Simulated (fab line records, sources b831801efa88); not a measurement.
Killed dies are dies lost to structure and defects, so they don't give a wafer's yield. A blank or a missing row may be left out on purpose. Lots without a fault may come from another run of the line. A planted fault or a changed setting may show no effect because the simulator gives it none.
fab line records | flow gf180mcu
record lots=5 wafers=15 last_day=32
route steps=602 shown CONTACT@307 M1@315
lots that met no fault: from a run of the same line without faults
start_h: hours from the record's first day to the start of the lot's first wafer shown | wait_h: hours since the lot's step before | " the same as in the row above | L1.1+2: a row that stands for several wafers | - no value, or no start given | * or withheld: withheld | < > ~ a bound
route shown NAME@n: a module of which the file shows steps, and the number in the route of the first | usual: mean/standard deviation of fault-free wafers | same: alike in all rows | chamber/n: place in a boat | sites: the reading at each site | _std_site: their standard deviation | _edge_site: outer sites' mean less inner sites' | radius_mm: how far each site lies from the wafer's centre | mask NAME#n: copy n | behind: the tool/chamber that last shaped the wafer | hold: why the lot was held/for how many hours/how that ended | device: the transistor (n, p or np) that didn't switch | end of line: the same wafers' tests at the end of the route | a step without rows: its recipe alone | killed: dies lost to structure and defects at the first sort, not the wafer's yield | map: a wafer's dies, x killed, . not, _ none there
set.NAME: the setting as run; set.NAME@STEP: as run at that earlier step | model.NAME: the simulator's own value behind a step, which no gauge read
lots at some steps of the route; a table a step, a row a wafer
services: from which hour (start_h, from the record's first day; less than 0 if before it) a tool's chamber was out of use, for how many hours, and why
## steps
# step GF_CONTACT_CLEAN_20
# recipe chemistry=DIW
# columns lot.wafer tool chamber start_h wait_h
L074.4+5+6 wet_bench-01 2 362.72 0.0
L075.1+2+4 wet_bench-03 2 372.94 0.0
L082.1+4+5 wet_bench-04 1 432.68 0.0
L085.3+5+6 wet_bench-03 2 459.81 0.0
L090.3+4+5 wet_bench-03 0 505.84 0.0
# step GF_CONTACT_CLEAN_21
# recipe chemistry=dHF time_s=20 dilution=100:1 dry=ipa_marangoni
# columns lot.wafer tool chamber start_h wait_h
L074.4+5+6 wet_bench-04 3 362.81 0.0
L075.1+2+4 wet_bench-01 3 373.03 0.0
L082.1+4+5 wet_bench-01 2 432.78 0.0
L085.3+5+6 wet_bench-01 1 459.91 0.0
L090.3+4+5 wet_bench-01 3 505.94 0.0
# step GF_CONTACT_SPUTTER_22
# recipe material=Ti target_thk_nm=15 chamber_pressure_pa=5 power_w=2500 substrate_temp_c=200 time_s=80.02
# usual chamber_pressure_pa=5.002/0.011 throttle_valve_pct=30.2/1.1
# columns lot.wafer tool chamber start_h wait_h chamber_pressure_pa throttle_valve_pct
L074.4 pvd_sputter-01 - 362.82 0.0 5.000 30.7
L074.5 " - " " 5.022 30.8
L074.6 " - " " 4.992 29.7
L075.1 pvd_sputter-02 - 373.05 0.0 4.994 30.6
L075.2 " - " " 4.996 31.3
L075.4 " - " " 4.995 30.4
L082.1 pvd_sputter-04 - 432.79 0.0 5.003 29.4
L082.4 " - " " 5.011 29.3
L082.5 " - " " 5.027 29.5
L085.3 pvd_sputter-04 - 459.92 0.0 4.993 30.7
L085.5 " - " " 4.992 29.5
L085.6 " - " " 5.012 29.7
L090.3 pvd_sputter-02 - 505.95 0.0 4.996 31.7
L090.4 " - " " 5.013 30.5
L090.5 " - " " 5.025 30.5
# step GF_CONTACT_SPUTTER_23
# recipe material=TiN target_thk_nm=10 chamber_pressure_pa=5 power_w=4000 time_s=40
# usual chamber_pressure_pa=5.000/0.0093 throttle_valve_pct=30.2/1.1
# columns lot.wafer tool chamber start_h wait_h chamber_pressure_pa throttle_valve_pct
L074.4 pvd_sputter-01 - 362.88 0.0 5.008 30.7
L074.5 " - " " 5.001 30.9
L074.6 " - " " 4.990 29.7
L075.1 pvd_sputter-02 - 373.11 0.0 5.018 30.8
L075.2 " - " " 4.996 31.5
L075.4 " - " " 5.000 30.5
L082.1 pvd_sputter-04 - 432.85 0.0 5.005 29.7
L082.4 " - " " 4.994 29.5
L082.5 " - " " 5.006 29.5
L085.3 pvd_sputter-04 - 459.98 0.0 4.986 30.5
L085.5 " - " " 5.006 29.2
L085.6 " - " " 4.997 29.6
L090.3 pvd_sputter-02 - 506.01 0.0 5.004 31.4
L090.4 " - " " 4.977 30.5
L090.5 " - " " 5.006 30.6
# step GF_CONTACT_CVD_24
# recipe material=W target_thk_nm=300 time_s=90.339 temp_c=400 pressure_torr=40
# usual chamber_pressure_Torr=40.01/0.076 heater_power_outer_w=561/52 heater_power_w=892/55 susceptor_temp_C=400.02/0.22
# columns lot.wafer tool chamber start_h wait_h chamber_pressure_Torr heater_power_outer_w heater_power_w susceptor_temp_C
L074.4 cvd_w-01 1 362.95 0.1 39.97 597 974 400.18
L074.5 " 0 " " 40.03 601 910 400.08
L074.6 " 1 " " 39.94 577 957 400.44
L075.1 cvd_w-01 0 373.15 0.0 39.91 602 903 400.13
L075.2 " 1 " " 40.04 580 975 400.42
L075.4 " 0 " " 39.74 593 892 400.45
L082.1 cvd_w-01 0 432.89 0.0 39.95 573 893 399.90
L082.4 " 1 " " 39.86 572 909 399.89
L082.5 " 0 " " 40.03 574 879 399.93
L085.3 cvd_w-01 1 460.05 0.1 39.96 577 908 400.00
L085.5 " 1 " " 40.05 576 925 399.64
L085.6 " 0 " " 40.11 575 881 399.97
L090.3 cvd_w-02 0 506.08 0.1 39.89 608 956 400.50
L090.4 " 1 " " 40.02 451 805 399.95
L090.5 " 0 " " 39.86 602 953 400.17
# step GF_CONTACT_RS_MEAS_25
# recipe thk_meas_gauge=four-point-probe reads=W_of_CONTACT_CVD_24+TiN_of_CONTACT_SPUTTER_23+Ti_of_CONTACT_SPUTTER_22
# usual CONTACT_W_RS=0.384/0.0053
# columns lot.wafer tool chamber start_h wait_h CONTACT_W_RS[ohm/sq]
L074.4 film_metro-01 - 363.08 0.1 0.388
L074.5 " - " " 0.382
L074.6 " - " " 0.385
L075.1 film_metro-01 - 373.25 0.1 0.383
L075.2 " - " " 0.390
L075.4 " - " " 0.379
L082.1 film_metro-04 - 432.99 0.1 0.380
L082.4 " - " " 0.391
L082.5 " - " " 0.379
L085.3 film_metro-03 - 460.16 0.1 0.390
L085.5 " - " " 0.393
L085.6 " - " " 0.381
L090.3 film_metro-01 - 506.19 0.1 0.386
L090.4 " - " " 0.383
L090.5 " - " " 0.381
# step GF_CONTACT_THK_MEAS_26
# recipe thk_meas_gauge=xrf reads=W_of_CONTACT_CVD_24
# usual CONTACT_W_THK=300/4.7
# columns lot.wafer tool chamber start_h wait_h CONTACT_W_THK[nm]
L074.4 film_metro-01 - 363.17 0.1 293
L074.5 " - " " 300
L074.6 " - " " 297
L075.1 film_metro-01 - 373.37 0.1 298
L075.2 " - " " 293
L075.4 " - " " 301
L082.1 film_metro-04 - 433.11 0.1 306
L082.4 " - " " 298
L082.5 " - " " 308
L085.3 film_metro-03 - 460.26 0.1 296
L085.5 " - " " 293
L085.6 " - " " 301
L090.3 film_metro-01 - 506.29 0.1 293
L090.4 " - " " 298
L090.5 " - " " 299
# step GF_CONTACT_CMP_27
# recipe stop_on=SiO2 down_force_psi=3.5 platen_rpm=60 t_overpolish_s=15 target_thk_nm=0 pad_velocity_m_s=0.94248
# usual motor_current_A=11.1/0.65 overpolish_run_s=15.001/0.0092 time_to_endpoint_s=72.8/3
# columns lot.wafer tool chamber start_h wait_h motor_current_A overpolish_run_s time_to_endpoint_s
L074.4 cmp-01 1 363.20 0.0 11.0 15.016 72.4
L074.5 " 1 " " 10.5 14.999 77.2
L074.6 " 2 " " 10.9 15.007 70.1
L075.2 cmp-01 1 373.48 0.1 10.9 15.003 73.0
L075.1 " 2 " " 10.4 15.016 69.8
L075.4 " 3 " " 10.6 14.994 70.8
L082.4 cmp-02 2 433.17 0.0 11.8 15.018 75.4
L082.1 " 1 " " 11.1 15.010 70.4
L082.5 " 2 " " 12.6 15.006 75.2
L085.3 cmp-02 0 460.45 0.2 10.4 14.989 70.5
L085.5 " 1 " " 11.3 15.004 65.9
L085.6 " 2 " " 11.9 14.990 74.4
L090.3 cmp-02 0 506.38 0.1 10.7 14.993 71.1
L090.4 " 1 " " 10.9 14.996 69.5
L090.5 " 3 " " 10.7 15.004 72.0
# step GF_M1_SPUTTER_00
# recipe material=Ti target_thk_nm=37.5 arriving_ion_energy_ev=80 substrate_temp_c=200 chamber_pressure_pa=2 power_w=4000 time_s=150
# usual chamber_pressure_pa=2.000/0.0042 throttle_valve_pct=30.9/0.84
# columns lot.wafer tool chamber start_h wait_h chamber_pressure_pa throttle_valve_pct
L074.4 pvd_sputter-03 - 363.50 0.2 2.003 31.1
L074.5 " - " " 1.998 31.7
L074.6 " - " " 2.001 31.0
L075.1 pvd_sputter-04 - 373.73 0.1 2.001 29.9
L075.2 " - " " 1.995 29.4
L075.4 " - " " 2.005 29.3
L082.1 pvd_sputter-04 - 433.47 0.1 2.007 28.9
L082.4 " - " " 2.007 29.7
L082.5 " - " " 2.001 29.8
L085.3 pvd_sputter-02 - 460.60 0.1 1.998 30.7
L085.5 " - " " 1.998 31.6
L085.6 " - " " 1.995 30.5
L090.3 pvd_sputter-03 - 506.63 0.2 1.999 31.6
L090.4 " - " " 1.995 30.4
L090.5 " - " " 2.000 30.1
# step GF_M1_SPUTTER_01
# recipe material=TiN target_thk_nm=30 power_w=6500 time_s=25 chamber_pressure_pa=0.4
# usual chamber_pressure_pa=0.3999/0.00075 throttle_valve_pct=30.9/0.85
# columns lot.wafer tool chamber start_h wait_h chamber_pressure_pa throttle_valve_pct
L074.4 pvd_sputter-03 - 363.60 0.1 0.3994 31.0
L074.5 " - " " 0.4002 31.5
L074.6 " - " " 0.4002 31.1
L075.1 pvd_sputter-04 - 373.83 0.1 0.4010 29.7
L075.2 " - " " 0.3997 29.5
L075.4 " - " " 0.4002 29.2
L082.1 pvd_sputter-04 - 433.57 0.1 0.4002 29.2
L082.4 " - " " 0.3999 29.7
L082.5 " - " " 0.4006 29.2
L085.3 pvd_sputter-02 - 460.70 0.1 0.3987 30.6
L085.5 " - " " 0.3986 31.9
L085.6 " - " " 0.3985 30.9
L090.3 pvd_sputter-03 - 506.73 0.1 0.4008 31.5
L090.4 " - " " 0.4004 30.0
L090.5 " - " " 0.4005 30.0
# step GF_M1_SPUTTER_02
# recipe material=AlCu target_thk_nm=450 power_w=10600 time_s=23.9 chamber_pressure_pa=0.4
# usual chamber_pressure_pa=0.3998/0.0008 throttle_valve_pct=30.9/0.85
# columns lot.wafer tool chamber start_h wait_h chamber_pressure_pa throttle_valve_pct
L074.4 pvd_sputter-03 - 363.63 0.0 0.4001 31.0
L074.5 " - " " 0.3996 31.8
L074.6 " - " " 0.4006 31.1
L075.1 pvd_sputter-04 - 373.86 0.0 0.3999 29.7
L075.2 " - " " 0.4010 29.4
L075.4 " - " " 0.4002 29.4
L082.1 pvd_sputter-04 - 433.60 0.0 0.3992 29.4
L082.4 " - " " 0.4003 29.6
L082.5 " - " " 0.3995 29.3
L085.3 pvd_sputter-02 - 460.73 0.0 0.4001 30.5
L085.5 " - " " 0.3987 31.6
L085.6 " - " " 0.3996 30.6
L090.3 pvd_sputter-03 - 506.76 0.0 0.3994 31.7
L090.4 " - " " 0.3988 30.3
L090.5 " - " " 0.3990 30.1
# step GF_M1_SPUTTER_03
# recipe material=Ti target_thk_nm=10 substrate_temp_c=300 chamber_pressure_pa=0.3 power_w=3000 time_s=6.7
# usual chamber_pressure_pa=0.3000/0.00058 throttle_valve_pct=30.9/0.83
# columns lot.wafer tool chamber start_h wait_h chamber_pressure_pa throttle_valve_pct
L074.4 pvd_sputter-03 - 363.66 0.0 0.2995 31.1
L074.5 " - " " 0.2997 31.5
L074.6 " - " " 0.2997 31.1
L075.1 pvd_sputter-04 - 373.89 0.0 0.3008 29.7
L075.2 " - " " 0.2998 29.3
L075.4 " - " " 0.2992 29.2
L082.1 pvd_sputter-04 - 433.63 0.0 0.3001 29.4
L082.4 " - " " 0.3002 29.6
L082.5 " - " " 0.2997 29.5
L085.3 pvd_sputter-02 - 460.76 0.0 0.3002 30.5
L085.5 " - " " 0.2997 31.5
L085.6 " - " " 0.3012 30.6
L090.3 pvd_sputter-03 - 506.79 0.0 0.2990 31.7
L090.4 " - " " 0.2998 30.2
L090.5 " - " " 0.3002 29.8
# step GF_M1_SPUTTER_04
# recipe material=TiN target_thk_nm=50 power_w=6500 time_s=41.7 chamber_pressure_pa=0.4
# usual chamber_pressure_pa=0.4000/0.00093 throttle_valve_pct=30.9/0.84
# columns lot.wafer tool chamber start_h wait_h chamber_pressure_pa throttle_valve_pct
L074.4 pvd_sputter-03 - 363.68 0.0 0.4002 31.2
L074.5 " - " " 0.4001 31.2
L074.6 " - " " 0.4000 30.9
L075.1 pvd_sputter-04 - 373.91 0.0 0.4005 29.7
L075.2 " - " " 0.3999 29.5
L075.4 " - " " 0.3993 29.6
L082.1 pvd_sputter-04 - 433.65 0.0 0.4002 29.0
L082.4 " - " " 0.4004 29.9
L082.5 " - " " 0.4004 29.4
L085.3 pvd_sputter-02 - 460.78 0.0 0.3999 30.9
L085.5 " - " " 0.3989 31.7
L085.6 " - " " 0.4007 30.6
L090.3 pvd_sputter-03 - 506.81 0.0 0.4008 31.7
L090.4 " - " " 0.4020 30.3
L090.5 " - " " 0.3996 29.9
# step GF_M1_RS_MEAS_05
# recipe thk_meas_gauge=four-point-probe reads=TiN_of_M1_SPUTTER_04+Ti_of_M1_SPUTTER_03+AlCu_of_M1_SPUTTER_02+TiN_of_M1_SPUTTER_01+Ti_of_M1_SPUTTER_00
# usual M1_ALCU_RS=0.0693/0.00069
# columns lot.wafer tool chamber start_h wait_h M1_ALCU_RS[ohm/sq]
L074.4 film_metro-02 - 363.78 0.1 0.0687
L074.5 " - " " 0.0693
L074.6 " - " " 0.0689
L075.1 film_metro-01 - 373.95 0.0 0.0698
L075.2 " - " " 0.0696
L075.4 " - " " 0.0698
L082.1 film_metro-01 - 433.69 0.0 0.0690
L082.4 " - " " 0.0692
L082.5 " - " " 0.0687
L085.3 film_metro-01 - 460.86 0.1 0.0693
L085.5 " - " " 0.0688
L085.6 " - " " 0.0693
L090.3 film_metro-02 - 506.89 0.1 0.0690
L090.4 " - " " 0.0686
L090.5 " - " " 0.0681
# step GF_M1_THK_MEAS_06
# recipe thk_meas_gauge=xrf reads=AlCu_of_M1_SPUTTER_02
# usual M1_ALCU_THK=448/4.9
# columns lot.wafer tool chamber start_h wait_h M1_ALCU_THK[nm]
L074.4 film_metro-02 - 363.87 0.1 452
L074.5 " - " " 451
L074.6 " - " " 453
L075.1 film_metro-01 - 374.07 0.1 444
L075.2 " - " " 442
L075.4 " - " " 445
L082.1 film_metro-01 - 433.81 0.1 451
L082.4 " - " " 447
L082.5 " - " " 452
L085.3 film_metro-01 - 460.96 0.1 447
L085.5 " - " " 448
L085.6 " - " " 449
L090.3 film_metro-02 - 506.99 0.1 454
L090.4 " - " " 456
L090.5 " - " " 459
# step GF_M1_DEHYDRATE_07
# recipe temp_c=200 time_s=60
# usual resist_line_temp_C=23.00/0.11
# columns lot.wafer tool chamber start_h wait_h resist_line_temp_C
L074.4 litho_track-03 0 375.03 11.1 22.95
L074.5 " 0 " " 23.06
L074.6 " 0 " " 23.12
L075.1 litho_track-03 0 384.75 10.7 23.11
L075.2 " 0 " " 23.03
L075.4 " 0 " " 23.01
L082.1 litho_track-02 0 445.04 11.2 22.93
L082.4 " 0 " " 23.08
L082.5 " 0 " " 23.02
L085.3 litho_track-02 0 472.69 11.7 23.05
L085.5 " 0 " " 22.91
L085.6 " 0 " " 22.92
L090.3 litho_track-01 0 517.77 10.8 23.17
L090.4 " 0 " " 23.08
L090.5 " 0 " " 23.00
# step GF_M1_HMDS_08
# recipe prime_time_s=60 prime_temp_c=120
# usual resist_line_temp_C=22.99/0.099
# columns lot.wafer tool chamber start_h wait_h resist_line_temp_C
L074.4 litho_track-03 0 375.18 0.1 22.83
L074.5 " 0 " " 22.81
L074.6 " 0 " " 22.87
L075.1 litho_track-03 0 384.90 0.1 23.09
L075.2 " 0 " " 23.13
L075.4 " 0 " " 23.22
L082.1 litho_track-02 0 445.19 0.1 23.00
L082.4 " 0 " " 22.84
L082.5 " 0 " " 22.94
L085.3 litho_track-02 0 472.84 0.1 22.92
L085.5 " 0 " " 23.00
L085.6 " 0 " " 22.92
L090.3 litho_track-01 0 517.92 0.1 23.08
L090.4 " 0 " " 23.08
L090.5 " 0 " " 23.11
# step GF_M1_COAT_09
# recipe resist=KrF spin_rpm=withheld resist_thk_nm=1000
# usual resist_line_temp_C=22.98/0.1
# columns lot.wafer tool chamber start_h wait_h resist_line_temp_C
L074.4 litho_track-03 0 375.33 0.1 22.88
L074.5 " 0 " " 22.91
L074.6 " 0 " " 22.94
L075.1 litho_track-03 0 385.05 0.1 22.88
L075.2 " 0 " " 23.01
L075.4 " 0 " " 23.07
L082.1 litho_track-02 0 445.34 0.1 23.00
L082.4 " 0 " " 22.92
L082.5 " 0 " " 23.00
L085.3 litho_track-02 0 472.99 0.1 23.16
L085.5 " 0 " " 22.82
L085.6 " 0 " " 23.04
L090.3 litho_track-01 0 518.07 0.1 23.03
L090.4 " 0 " " 23.06
L090.5 " 0 " " 22.98
# step GF_M1_SOFTBAKE_10
# recipe temp_c=130 time_s=60 resist=KrF
# usual resist_line_temp_C=23.00/0.12
# columns lot.wafer tool chamber start_h wait_h resist_line_temp_C
L074.4 litho_track-03 0 375.48 0.1 23.01
L074.5 " 0 " " 23.08
L074.6 " 0 " " 23.12
L075.1 litho_track-03 0 385.20 0.1 22.95
L075.2 " 0 " " 23.12
L075.4 " 0 " " 23.13
L082.1 litho_track-02 0 445.49 0.1 23.00
L082.4 " 0 " " 23.00
L082.5 " 0 " " 22.75
L085.3 litho_track-02 0 473.14 0.1 23.19
L085.5 " 0 " " 23.01
L085.6 " 0 " " 23.12
L090.3 litho_track-01 0 518.22 0.1 23.06
L090.4 " 0 " " 22.96
L090.5 " 0 " " 23.19
# step GF_M1_EXPOSE_11
# recipe mask_id=Metal1 target_cd_nm=230 na=0.68 source_shape=conventional sigma_outer=0.6 dose_mj=28
# columns lot.wafer tool chamber start_h wait_h mask
L074.4+5+6 krf_scanner-01 0 - - Metal1#0
L075.1+2+4 krf_scanner-02 0 - - Metal1#0
L082.1+4+5 krf_scanner-01 0 - - Metal1#0
L085.3+5+6 krf_scanner-01 0 - - Metal1#0
L090.3+4+5 krf_scanner-02 0 - - Metal1#0
## services
# columns tool chamber start_h hours kind
cmp-01 - 346.87 0.7 repair
krf_scanner-02 - 362.94 0.8 repair
krf_scanner-02 - 367.32 0.8 pm
cmp-01 - 376.17 2.0 repair
krf_scanner-01 - 377.25 0.8 pm
cvd_w-01 - 381.70 0.5 repair
krf_scanner-01 - 384.17 3.6 pm
krf_scanner-01 - 389.44 0.8 pm
cvd_w-01 - 390.00 14.0 pm
pvd_sputter-03 - 395.25 0.5 repair
krf_scanner-02 - 398.83 1.0 pm
cmp-01 - 404.22 4.0 pm
cmp-01 - 408.88 4.1 repair
krf_scanner-01 - 414.85 1.0 pm
cmp-02 - 425.45 1.3 repair
cvd_w-01 - 426.44 3.4 repair
krf_scanner-01 - 433.12 0.5 repair
cvd_w-01 1 442.57 6.6 repair
cmp-02 - 451.33 0.8 repair
krf_scanner-01 - 465.32 0.2 repair
pvd_sputter-04 - 470.76 3.6 repair
krf_scanner-02 - 474.14 1.3 pm
cvd_w-01 - 482.14 0.8 repair
krf_scanner-01 - 496.38 1.3 pm
## key
fault none
